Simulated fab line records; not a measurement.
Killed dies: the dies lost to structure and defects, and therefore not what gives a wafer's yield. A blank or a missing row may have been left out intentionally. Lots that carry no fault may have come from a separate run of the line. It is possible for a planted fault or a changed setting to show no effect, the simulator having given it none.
A lot that was struck, set against a sound lot :: flow sky130 :: 16 steps out of a route of 708
Sound: these wafers, L568.1, L568.5, L568.6. Struck: wafers L565.2, L565.5 (left out: L565.1, a lot-mate that was not struck); the cause follows at the end.
Order at every step that has rows: each side's tool, ch and its chambers, its first start. Under that, the readings that differ: sound wafers :: struck wafers :: difference of the means :: sigmas: that difference in standard deviations of wafers without a fault.
alike: readings with means less than 2 such deviations apart, plus words and numbers identical on both sides. not compared: withheld readings, readings lacking a value on some wafer, bounds such as >300 that could conceal the same value, and numbers that have no deviation in the record and whose values overlap.
A row with sigmas, a row that says differs or no value, or rows on one side alone: a step with any of these is where the two part. Numbers that don't overlap but have no deviation are shown without sigmas and don't part them. Lack of a reading on every wafer of one side parts them only where that side has two or more wafers.

SKY_METAL5_SPUTTER_03: material Ti, target thk 5 nm, time 3.3 s.
  sound on pvd-sputter-01, day 47 05:26; struck on pvd-sputter-04, day 46 13:29
  alike: throttle-valve-pct
SKY_METAL5_SPUTTER_04: material TiN, target thk 70 nm, time 58.3 s.
  sound on pvd-sputter-01, day 47 05:27; struck on pvd-sputter-04, day 46 13:30
  alike: throttle-valve-pct
SKY_METAL5_RS_MEAS_05: a four-point-probe measurement.
  sound on film-metro-01, day 47 05:30; struck on film-metro-01, day 46 13:33
  alike: METAL5_ALCU_RS
SKY_METAL5_THK_MEAS_06: measures by xrf.
  sound on film-metro-01, day 47 05:37; struck on film-metro-01, day 46 13:40
  alike: METAL5_ALCU_THK
then, 7 steps without rows for these wafers: SKY_METAL5_DEHYDRATE_07 (time 60 s); SKY_METAL5_HMDS_08 (prime time 60 s); SKY_METAL5_COAT_09 (resist thk 1800 nm); SKY_METAL5_SOFTBAKE_10 (time 60 s); SKY_METAL5_EXPOSE_11 (exposes mask MM5, target cd 1600 nm); SKY_METAL5_PEB_12; SKY_METAL5_DEVELOP_13 (develop time 60 s).
SKY_METAL5_DESCUM_14: chemistry O2, time 11 s.
  sound on rie-metal-04 ch 0,1, day 48 01:20; struck on rie-metal-03 ch 0, day 47 10:05
  alike: drypump-motor-current-A, oes-product-au
  not compared: rf-hours-counter-h
SKY_METAL5_METAL_ETCH_15: etches the open film in Cl2/BCl3, stops on SiO2, target depth 1260 nm, time 252 s.
  sound on rie-metal-04 ch 0,1, day 48 01:23; struck on rie-metal-03 ch 0, day 47 10:08
reading: oes-product-au (a.u.)
sound: 0.902 0.889 0.898
struck: 0.762 0.758
difference: -0.136
sigmas: -25

reading: model.etch.depth-nm (nm)
sound: 1257 1259 1270
struck: 929.9 932.5
difference: -330.8
sigmas: 

reading: model.METAL5.feature-depth-nm (nm)
sound: 1257 1259 1270
struck: 929.9 932.5
difference: -330.8
sigmas: 

reading: model.NOVOLAK_of_METAL5_COAT_09.thk-nm (nm)
sound: 1022 999.3 1022
struck: 1324 1319
difference: +307
sigmas: 
  alike: drypump-motor-current-A, throttle-valve-pct
  not compared: rf-hours-counter-h
SKY_METAL5_STRIP_16: strips in O2/N2.
  sound on plasma-asher-01 ch 0,1, day 48 01:37; struck on plasma-asher-01 ch 0,1, day 47 10:22
reading: strip-time-to-endpoint-s (s)
sound: 12.93 12.74 12.93
struck: 16.36 16.30
difference: +3.46
sigmas: +23
  alike: drypump-motor-current-A, oes-product-au
  not compared: rf-hours-counter-h
then, 1 step without rows for these wafers: SKY_METAL5_STRIP_17 (strips in post etch residue remover, time 1200 s).
SKY_PAD_OPEN_PROBE_99:
  sound on prober-01, day 49 17:19; struck on prober-01, day 49 03:42
reading: defect-limited-yield (%)
sound: 80.3 83.5 83.5
struck: 0 0
difference: -82
sigmas: -39

reading: killed_at_M4_up
sound: 5 1 3
struck: 414 407
difference: +408
sigmas: +99 or more

reading: killed-dies
sound: 97 81 81
struck: 492 492
difference: +406
sigmas: +41

reading: killed-on-rim
sound: 23 21 20
struck: 96 96
difference: +75
sigmas: +19

reading: sort_bin_5_function (%)
sound: 12.2 9.8 10.2
struck: 93.9 93.3
difference: +82.9
sigmas: +55

reading: sort-n-pass
sound: 395 411 411
struck: 0 0
difference: -406
sigmas: -41

reading: sort-yield-pct (%)
sound: 80.3 83.5 83.5
struck: 0 0
difference: -82
sigmas: -39
  alike: killed_at_M0_to_M3, killed-at-contacts, killed-at-front-end, killed-at-other, killed-open, killed-short, sort_bin_3_pad_short, sort_bin_6_memory

WHERE THEY PART
At SKY_METAL5_METAL_ETCH_15 first; at SKY_PAD_OPEN_PROBE_99 last (within this record only).

WHY: what the simulator had put in
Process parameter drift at SKY_METAL5_METAL_ETCH_15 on rie-metal-03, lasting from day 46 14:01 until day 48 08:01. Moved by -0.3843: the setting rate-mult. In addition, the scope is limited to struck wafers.
